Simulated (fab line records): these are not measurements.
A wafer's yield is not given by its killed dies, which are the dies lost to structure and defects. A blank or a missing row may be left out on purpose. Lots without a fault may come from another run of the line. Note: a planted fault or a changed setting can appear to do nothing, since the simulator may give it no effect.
Which tool was responsible? -- flow sky130 -- 72 wafers from 24 lots sampled at 3 of the route's 708 steps

WHAT EACH GAUGE READ, for each wafer
SKY_METAL1_OVL_MEAS_16. Usual: METAL1_OVL typically reads 2 nm, with standard deviation 5.6.
lot,measured,on,METAL1_OVL (nm),flag
L074,day 32 13:41,overlay-02,7 10 4,
L075,day 32 23:23,overlay-01,1 -4 2,
L076,day 33 10:13,overlay-02,-10 -1 -2,
L077,day 33 11:35,overlay-02,7 6 18,
L078,day 34 05:11,overlay-01,5 6 2,
L079,day 34 19:14,overlay-02,2 -4 -1,
L081,day 35 05:14,overlay-02,-1 -2 -2,
L080,day 35 07:39,overlay-01,6 2 1,
L082,day 35 10:49,overlay-01,3 -5 -5,
L083,day 35 19:59,overlay-02,1 -8 -3,
L085,day 37 04:35,overlay-01,-2 2 3,
L084,day 37 07:39,overlay-02,-1 -13 -1,
L086,day 37 07:45,overlay-01,10 8 8,
L087,day 37 08:25,overlay-02,8 4 6,
L088,day 37 09:23,overlay-02,-5 -5 -4,
L089,day 37 13:10,overlay-01,3 0 1,
L090,day 37 18:29,overlay-02,-4 -2 1,
L091,day 38 07:41,overlay-01,7 4 4,
L092,day 39 04:35,overlay-01,4 7 7,
L093,day 39 07:50,overlay-02,8 8 8,
L094,day 39 10:02,overlay-01,8 8 6,
L095,day 39 14:28,overlay-01,14 7 9,
L096,day 39 21:11,overlay-02,-13 -10 -5,
L097,day 39 22:59,overlay-01,10 -1 5,

SKY_VIA3_RS_MEAS_22: uses a four-point probe to measure. Usual: VIA3_W_RS typically reads 0.2923 ohm/sq, with standard deviation 0.0025.
lot,measured,on,VIA3_W_RS (ohm/sq),flag
L074,day 39 11:39,filmMetro-03,0.2920 0.2916 0.2902,
L075,day 39 23:16,filmMetro-01,0.2883 0.2883 0.2941,
L076,day 40 04:47,filmMetro-04,0.2899 0.2896 0.2914,
L077,day 40 07:44,filmMetro-04,0.2893 0.2909 0.2913,
L078,day 41 00:04,filmMetro-01,0.2950 0.2936 0.2921,
L079,day 41 12:36,filmMetro-01,0.2914 0.2931 0.2931,
L081,day 41 20:59,filmMetro-04,0.2903 0.2909 0.2919,
L080,day 41 23:36,filmMetro-04,0.2960 0.2942 0.2967,
L082,day 42 03:13,filmMetro-03,0.2888 0.2926 0.2933,
L083,day 42 12:00,filmMetro-01,0.2933 0.2908 0.2968,
L085,day 43 15:31,filmMetro-03,0.2931 0.2940 0.2919,
L084,day 43 19:59,filmMetro-04,0.2864 0.2867 0.2892,
L086,day 43 18:40,filmMetro-01,0.2934 0.2951 0.2930,
L087,day 43 21:15,filmMetro-03,0.2914 0.2892 0.2906,
L088,day 43 21:44,filmMetro-01,0.2900 0.2887 0.2922,
L089,day 43 23:41,filmMetro-01,0.2948 0.2917 0.2949,
L090,day 44 04:08,filmMetro-04,0.2917 0.2952 0.3016,
L091,day 44 14:43,filmMetro-04,0.2940 0.2948 0.2935,
L092,day 45 09:16,filmMetro-04,0.2952 0.2985 0.2941,
L093,day 45 11:47,filmMetro-04,0.2906 0.2908 0.2915,
L094,day 45 14:35,filmMetro-04,0.2932 0.2949 0.2979,
L095,day 45 18:38,filmMetro-03,0.2933 0.2935 0.2971,
L096,day 46 01:04,filmMetro-03,0.2908 0.2927 0.2916,
L097,day 46 01:29,filmMetro-03,0.2899 0.2914 0.2895,

WHAT TOOL EACH LOT RAN ON (gives the tool, then ch and the chambers of the sampled wafers, and finally the start)
lot,SKY_METAL3_STRIP_19
L074,"plasmaAsher-03 ch 0,1, day 38 07:52"
L075,"plasmaAsher-03 ch 0,1, day 38 19:23"
L076,"plasmaAsher-02 ch 0,1, day 39 02:41"
L077,"plasmaAsher-01 ch 0,1, day 39 05:37"
L078,"plasmaAsher-03 ch 0,1, day 39 21:22"
L079,"plasmaAsher-03 ch 0,1, day 40 10:26"
L081,"plasmaAsher-02 ch 0,1, day 40 18:59"
L080,"plasmaAsher-02 ch 0,1, day 40 21:59"
L082,"plasmaAsher-03 ch 0,1, day 41 00:44"
L083,"plasmaAsher-03 ch 0,1, day 41 10:14"
L085,"plasmaAsher-01 ch 0,1, day 42 15:23"
L084,"plasmaAsher-03 ch 0,1, day 42 18:32"
L086,"plasmaAsher-02 ch 0,1, day 42 17:32"
L087,"plasmaAsher-02 ch 0,1, day 42 20:08"
L088,"plasmaAsher-03 ch 0,1, day 42 20:14"
L089,"plasmaAsher-03 ch 1, day 42 22:56"
L090,"plasmaAsher-01 ch 0,1, day 43 02:23"
L091,"plasmaAsher-01 ch 0, day 43 13:47"
L092,"plasmaAsher-01 ch 0,1, day 44 09:04"
L093,"plasmaAsher-03 ch 0, day 44 11:47"
L094,"plasmaAsher-03 ch 0,1, day 44 15:14"
L095,"plasmaAsher-01 ch 0,1, day 44 19:41"
L096,"plasmaAsher-03 ch 0,1, day 45 01:58"
L097,"plasmaAsher-03 ch 0,1, day 45 02:46"
- SKY_METAL3_STRIP_19: strips in O2/N2.

AS READ BY THE TOOLS THEMSELVES (means over the sampled wafers that have a number; for cases with no such wafer, the mark the record gives instead)
SKY_METAL3_STRIP_19. Usual: drypumpMotorCurrentA 5.9 A, standard deviation 0.44; oesProductAu 0.501 a.u., standard deviation 0.0049; stripTimeToEndpointS 6.52 s, standard deviation 0.058.
lot,tool,drypumpMotorCurrentA (A),oesProductAu (a.u.),stripTimeToEndpointS (s),flag
L074,plasmaAsher-03,6.0,0.495,6.39,
L075,plasmaAsher-03,6.1,0.505,6.55,
L076,plasmaAsher-02,6.1,0.502,6.56,
L077,plasmaAsher-01,5.4,0.499,6.50,
L078,plasmaAsher-03,6.0,0.498,6.46,
L079,plasmaAsher-03,6.0,0.504,6.50,
L081,plasmaAsher-02,6.2,0.500,6.49,
L080,plasmaAsher-02,6.2,0.501,6.50,
L082,plasmaAsher-03,6.0,0.501,6.49,
L083,plasmaAsher-03,6.0,0.507,6.57,
L085,plasmaAsher-01,5.4,0.503,6.51,
L084,plasmaAsher-03,6.1,0.498,6.50,
L086,plasmaAsher-02,6.1,0.499,6.53,
L087,plasmaAsher-02,6.1,0.501,6.52,
L088,plasmaAsher-03,6.0,0.503,6.48,
L089,plasmaAsher-03,6.0,0.501,6.48,
L090,plasmaAsher-01,5.4,0.507,6.58,
L091,plasmaAsher-01,5.7,0.501,6.47,
L092,plasmaAsher-01,5.4,0.500,6.52,
L093,plasmaAsher-03,6.1,0.505,6.55,
L094,plasmaAsher-03,6.0,0.504,6.53,
L095,plasmaAsher-01,5.4,0.499,6.55,
L096,plasmaAsher-03,6.0,0.502,6.53,
L097,plasmaAsher-03,6.0,0.502,6.57,

THE ANSWER, worked out from the rows above alone
Rule: take the mean of a lot's wafers that have a number; if it is more than 3 standard deviations from the usual mean, the lot is off. A lot without any number at a reading at which 4 lots or more have one is off too. Where the step has rows for the other lots, those lots are counted as sound. Order of review: gauges by route order, followed by the tools' own readings, for which a lot's mean as printed above is used. The first step at which some lot is off is used, and at that step the reading that is off furthest; a lot without a number counts as furthest.
No lot is off on any of the readings shown, so nothing can be concluded from this.

WHAT WAS PUT IN BY THE SIMULATOR
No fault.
